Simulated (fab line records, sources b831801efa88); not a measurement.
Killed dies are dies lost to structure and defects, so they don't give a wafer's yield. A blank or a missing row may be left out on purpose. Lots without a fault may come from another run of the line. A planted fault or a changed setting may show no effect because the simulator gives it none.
A struck lot beside a sound one | flow sky130 | 17 steps out of a route of 708
Sound: wafers L226.2, L226.3, L226.6. Struck: wafers L242.2, L242.5, L242.6. The cause comes at the end.
At each step with rows: each side's tool, then ch and its chambers, then its first start. Under that, the readings that differ: sound wafers | struck wafers | difference of the means | sigmas: that difference in standard deviations of wafers without a fault.
alike: readings whose means differ by less than 2 such deviations, and words and numbers that are the same on both sides. not compared: withheld readings, readings that some wafer has no value for, bounds like >300 that may hide the same value, and numbers for which the record gives no deviation and whose values overlap.
The two part at a step that has a row with sigmas, a row that says differs or no value, or rows on one side only. Numbers that don't overlap but have no deviation are shown without sigmas and don't part them. A reading that every wafer of one side lacks parts them only if that side has two wafers or more.

first, 3 steps without rows for these wafers: SKY_METAL4_CLEAN_21 (cleans in IPA, time 180 s); SKY_METAL4_CLEAN_22 (cleans in O3/DIW); SKY_VIA4_HDPCVD_00 (deposits SiO2, target thk 1750 nm, time 291.7 s).
SKY_VIA4_THK_MEAS_01:
  sound on film_metro-01, day 42 08:58; struck on film_metro-02, day 46 17:10
  alike: VIA4_HDPCVD_THK
SKY_VIA4_CMP_02: polishes SiO2.
  sound on cmp-01 ch 1,2, day 42 09:04; struck on cmp-01 ch 0,1,2, day 46 17:36
  alike: motor_current_A, platen_rpm
SKY_VIA4_BOW_MEAS_03:
  sound on film_metro-01, day 42 09:20; struck on film_metro-01, day 46 17:46
  alike: VIA4_BOW
then, 6 steps without rows for these wafers: SKY_VIA4_DEHYDRATE_04 (time 60 s); SKY_VIA4_HMDS_05 (prime time 60 s); SKY_VIA4_COAT_06 (resist thk 1140 nm); SKY_VIA4_SOFTBAKE_07 (time 60 s); SKY_VIA4_EXPOSE_08 (exposes mask VIM4, target cd 800 nm); SKY_VIA4_PEB_09.
SKY_VIA4_DEVELOP_10: develop time 60 s.
  sound on litho_track-01 ch 0, day 43 08:50; struck on litho_track-04 ch 0, day 47 13:49
  reading              | sound             | struck            | difference | sigmas
  developer_temp_C (C) | 23.11 23.03 23.23 | 25.40 25.48 25.37 | +2.29      | +21
  alike: chill_plate_temp_C
SKY_VIA4_OVL_MEAS_11:
  sound on overlay-01, day 43 08:58; struck on overlay-02, day 47 13:57
  alike: VIA4_OVL
SKY_VIA4_ETCH_12: etches SiO2 in C4F8/O2/Ar, stops on TiN, target depth 580 nm.
  sound on rie_diel-04 ch 0,2,3, day 43 08:59; struck on rie_diel-03 ch 0,1,2, day 47 13:59
  reading               | sound             | struck            | difference | sigmas
  model.VIA4.cd_nm (nm) | 799.9 801.9 804.5 | 792.3 792.6 794.1 | -9.1       |
  alike: oes_product_au
SKY_VIA4_STRIP_13: strips in O2/N2.
  sound on plasma_asher-04 ch 0,1, day 43 09:04; struck on plasma_asher-04 ch 0,1, day 47 14:04
  alike: drypump_motor_current_A, oes_product_au, strip_time_to_endpoint_s
  not compared: rf_hours_counter_h
SKY_PAD_OPEN_PROBE_99:
  the record has rows for the sound wafers here (prober-01, day 46 08:43) and none for the struck ones

WHERE THEY PART
First at SKY_VIA4_DEVELOP_10; last, within this record, at SKY_PAD_OPEN_PROBE_99.

WHY: what the simulator had put in
Process parameter drift: litho_track-04, from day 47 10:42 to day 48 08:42, at SKY_VIA4_DEVELOP_10. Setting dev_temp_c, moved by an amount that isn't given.
